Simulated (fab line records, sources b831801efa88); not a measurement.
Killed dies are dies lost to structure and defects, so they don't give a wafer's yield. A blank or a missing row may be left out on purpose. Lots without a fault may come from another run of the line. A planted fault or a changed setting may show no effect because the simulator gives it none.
Problem report in the 8D (eight disciplines) form, filled by code | flow sfq_line | the parts of the form that need people (team, actions taken, sign-off) are left out

1. THE PROBLEM
M0_NB_RS at SFQ_M0_RS_MEAS_904 reads a mean of 0.771 ohm/sq on 9 wafers of 3 lots; wafers without a fault read 0.889 ohm/sq with a standard deviation of 0.012. That is -9.8 standard deviations from the usual mean.
The step: measures by four-point-probe.
First seen on wafer L356.2, day 10 12:05, on film_metro-03. The record holds 45 wafers of 15 lots with a number at this step. Rule for "out", or "out of limits": more than 4 standard deviations from the usual mean. The other wafers with a number count as sound.

2. WHAT IT IS AND WHAT IT IS NOT
question                    | is                           | is not
which readings at this step | M0_NB_RS                     | -
which lots                  | L356, L357, L358             | L343, L344, L345, L346, L349, L350, L351, L352, L353, L363, L365, L366
which wafers of those lots  | all that have a number       | -
read on which gauges        | film_metro-01, film_metro-03 | film_metro-02
when                        | from day 10 12:05            | up to then (27 sound wafers); but 9 sound wafers of L363, L365, L366 came after

3. SUSPECTS, AND WHAT RULES EACH OUT
Counting: a tool at a process step up to the reading stays a suspect if it ran every lot that is out and no sound lot after the first of them.
- the gauge at SFQ_M0_RS_MEAS_904: ruled out. The wafers that are out were read on 2 gauges (film_metro-01, film_metro-03).
- pvd_sputter-04 at SFQ_TRILAYER_M0_DEP_SPUTTER_019 (material Nb, target thk 200 nm, time 133.3 s): ruled out as a lasting fault. Sound lots L363 ran on it after its first lot that is out, L356 (day 10 11:59).
Left after counting: nothing in the record.

4. THE CAUSE (what the simulator had put in)
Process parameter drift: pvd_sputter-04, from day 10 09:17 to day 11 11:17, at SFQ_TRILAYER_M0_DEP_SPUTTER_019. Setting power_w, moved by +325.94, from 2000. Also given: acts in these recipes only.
Counting ruled it out, wrongly: the rule takes a fault to strike every lot that its tool runs from its start on, and this one did not.

5. THE CHAIN OF EFFECTS, in route order
Each row: a reading whose mean over the struck wafers that have a number lies more than 3 standard deviations from the usual. Only readings for which the record gives a usual standard deviation are gone through. hours: the time from each lot's start at the first step in this table that gives one to its start at this step, as a median over the lots. sigmas: the change in usual standard deviations.
hours | step                                | reading            | usual        | on struck wafers | change | sigmas
0     | SFQ_TRILAYER_M0_DEP_SPUTTER_019     | cathode_dc_power_W | 2000.0 W     | 2325.9           | +325.9 | +99 or more
0     | SFQ_M0_RS_MEAS_904                  | M0_NB_RS           | 0.889 ohm/sq | 0.771            | -0.118 | -9.8
126   | SFQ_TRILAYER_M0_ETCH_METAL_ETCH_024 | oes_product_au     | 0.894 a.u.   | 0.970            | +0.076 | +9.8
The process steps in it:
- SFQ_TRILAYER_M0_DEP_SPUTTER_019: material Nb, target thk 200 nm, time 133.3 s.
- SFQ_TRILAYER_M0_ETCH_METAL_ETCH_024: etches Nb in Cl2/Ar, stops on SiO2, target depth 240 nm, time 120 s.
Later measuring or inspecting steps at which every struck wafer that the step has a row for has a number for every such reading, and none has moved that far: SFQ_I2_BOW_MEAS_917.

6. WHAT WOULD HAVE CAUGHT IT SOONER
In this record the first reading out of limits at a measuring or inspecting step was taken at day 10 12:05, 3 hours after the fault began at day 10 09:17.
The tool's own readings at SFQ_TRILAYER_M0_DEP_SPUTTER_019 were out on every struck wafer that the step has a row for (cathode_dc_power_W): an alarm limit on them would have fired on the first of those.
